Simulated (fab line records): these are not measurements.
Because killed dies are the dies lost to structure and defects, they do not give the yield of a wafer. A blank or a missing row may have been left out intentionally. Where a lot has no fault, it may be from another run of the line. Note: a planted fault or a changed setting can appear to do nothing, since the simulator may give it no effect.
Which tool was responsible? + flow gf180mcu + 6 lots with 18 wafers sampled at 2 steps, on a route of 602 steps

WHAT THE GAUGES READ, wafer by wafer
GF_HV_LDD_CD_MEAS_07: the cd target is 400 nm.
| lot  | measured     | on        | cd_nm (nm)        |
|------|--------------|-----------|-------------------|
| L215 | day 10 16:58 | cd_sem-02 | 398.3 400.4 398.0 |
| L219 | day 11 16:17 | cd_sem-02 | 401.4 401.7 402.7 |
| L223 | day 12 20:10 | cd_sem-02 | 402.2 402.8 402.1 |
| L225 | day 13 13:46 | cd_sem-02 | 398.7 399.1 397.1 |
| L228 | day 14 04:13 | cd_sem-01 | 417.6 416.2 415.4 |
| L235 | day 16 05:40 | cd_sem-01 | 398.6 398.2 398.0 |

WHICH TOOL RAN EACH LOT (tool, then ch and the chambers of the sampled wafers, then the start)
| lot  | GF_HV_LDD_DEVELOP_06              |
|------|-----------------------------------|
| L215 | litho_track-01 ch 0, day 10 16:49 |
| L219 | litho_track-03 ch 0, day 11 16:09 |
| L223 | litho_track-02 ch 0, day 12 20:01 |
| L225 | litho_track-03 ch 0, day 13 13:37 |
| L228 | litho_track-02 ch 0, day 14 04:04 |
| L235 | litho_track-01 ch 0, day 16 05:31 |
- GF_HV_LDD_DEVELOP_06: develop time 60 s.

THE ANSWER, worked out from the rows above alone
Rule: the lots themselves supply what counts as usual. The widest of any qualifying gaps counts: lots, ordered by their means at a reading, are off when they make up no more than a third of the lots, leave a main group of 4 or more, and stand apart from it by 3 or more times the standard deviation of that group's means. A main group whose means are all the same, to the digits that the tables above print for the reading, isn't used. A lot without any number at a reading at which 4 lots or more have one is off too. All remaining lots with rows at the step are treated as sound.
Off: L228 (GF_HV_LDD_CD_MEAS_07, cd_nm). The main group has a mean of 400.0 nm with a standard deviation of 1.8.
A tool fits if, at a process step before that reading, it ran every lot that is off, and no sound lot after the first of them. Gauges at GF_HV_LDD_CD_MEAS_07: tried the same way as those tools. One fits: GF_HV_LDD_DEVELOP_06 on litho_track-02. Its last sound lot is L223 (day 12 20:01), its first lot that is off L228 (day 14 04:04): a fault that began between those two fits.

WHAT THE SIMULATOR HAD PUT IN
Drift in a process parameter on litho_track-02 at GF_HV_LDD_DEVELOP_06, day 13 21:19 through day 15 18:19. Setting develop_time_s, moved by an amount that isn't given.
Shown lots that were struck: L228. The rule given above showed the same thing.
